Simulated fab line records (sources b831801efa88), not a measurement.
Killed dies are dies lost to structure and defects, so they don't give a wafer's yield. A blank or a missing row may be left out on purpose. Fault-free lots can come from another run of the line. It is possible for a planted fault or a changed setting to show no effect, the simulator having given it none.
Comparing a struck lot with a sound one | flow sky130 | 14 steps out of a route of 708
Sound: these wafers, L647.1, L647.5, L647.6. The struck wafers were L658.2, L658.5, L658.6. The cause comes at the end.
At each step with rows: each side's tool, then ch and its chambers, then its first start. Under that, the readings that differ: sound wafers | struck wafers | difference of the means | sigmas: that difference in standard deviations of wafers without a fault.
alike: readings whose means differ by less than 2 such deviations, and words and numbers that are the same on both sides. not compared: withheld readings, readings that some wafer has no value for, bounds like >300 that may hide the same value, and numbers for which the record gives no deviation and whose values overlap.
The two part at a step that has a row with sigmas, a row that says differs or no value, or rows on one side only. When numbers do not overlap yet have no deviation, they are printed without sigmas and do not part them. A reading missing from all wafers of one side parts the sides only when that side holds two or more wafers.

SKY_FIELD_ISO_BOW_MEAS_00:
  struck on film metro-01, day 4 08:01; sound on film metro-04, day 2 01:00
  alike: INCOMING_BOW
then, 1 step without rows for these wafers: SKY_FIELD_ISO_OXIDATION_01 (stabilise 600 s, purge 300 s, target thk 12 nm).
SKY_FIELD_ISO_THK_MEAS_02:
  struck on film metro-04, day 4 09:38; sound on film metro-01, day 2 04:25
  alike: FIELD_ISO_OXIDATION_00_THK
then, 1 step without rows for these wafers: SKY_FIELD_ISO_CVD_03 (deposits Si3N4 from DCS/NH3, target thk 165 nm, time 2830 s).
SKY_FIELD_ISO_THK_MEAS_04:
  struck on film metro-03, day 4 11:40; sound on film metro-03, day 2 07:09
  alike: FIELD_ISO_CVD_03_THK
then, 7 steps without rows for these wafers: SKY_FIELD_ISO_DEHYDRATE_05 (time 60 s); SKY_FIELD_ISO_HMDS_06 (prime time 60 s); SKY_FIELD_ISO_COAT_07 (resist thk 60 nm); SKY_FIELD_ISO_COAT_08 (resist thk 450 nm); SKY_FIELD_ISO_SOFTBAKE_09 (time 90 s); SKY_FIELD_ISO_EXPOSE_10 (exposes mask FOM, target cd 150 nm); SKY_FIELD_ISO_PEB_11.
SKY_FIELD_ISO_DEVELOP_12: develop time 60 s.
  struck on litho track-04, day 5 04:00; sound on litho track-02 ch 0, day 2 21:00
  no value came back on the struck wafers for chill plate temp C (C), develop time s (s), exhaust pa (Pa); on the sound wafers chill plate temp C (C) reads 22.98 23.05 23.08
  reading                                          | sound             | struck          | difference | sigmas
  model.KrF-thick_of_FIELD_ISO_COAT_08.thk nm (nm) | 434.9 435.5 435.7 | 450.5 449.8 450 | +14.7      |
SKY_FIELD_ISO_CD_MEAS_13: the cd target is 150 nm.
  struck on cd sem-01, day 5 04:32; sound on cd sem-01, day 2 21:58
  reading    | sound             | struck | difference                    | sigmas
  cd nm (nm) | 149.6 149.5 149.8 | - - -  | no value on the struck wafers |

WHERE THEY PART
Last at SKY_FIELD_ISO_CD_MEAS_13 as far as this record goes, first at SKY_FIELD_ISO_DEVELOP_12.

WHY: whatever the simulator had introduced
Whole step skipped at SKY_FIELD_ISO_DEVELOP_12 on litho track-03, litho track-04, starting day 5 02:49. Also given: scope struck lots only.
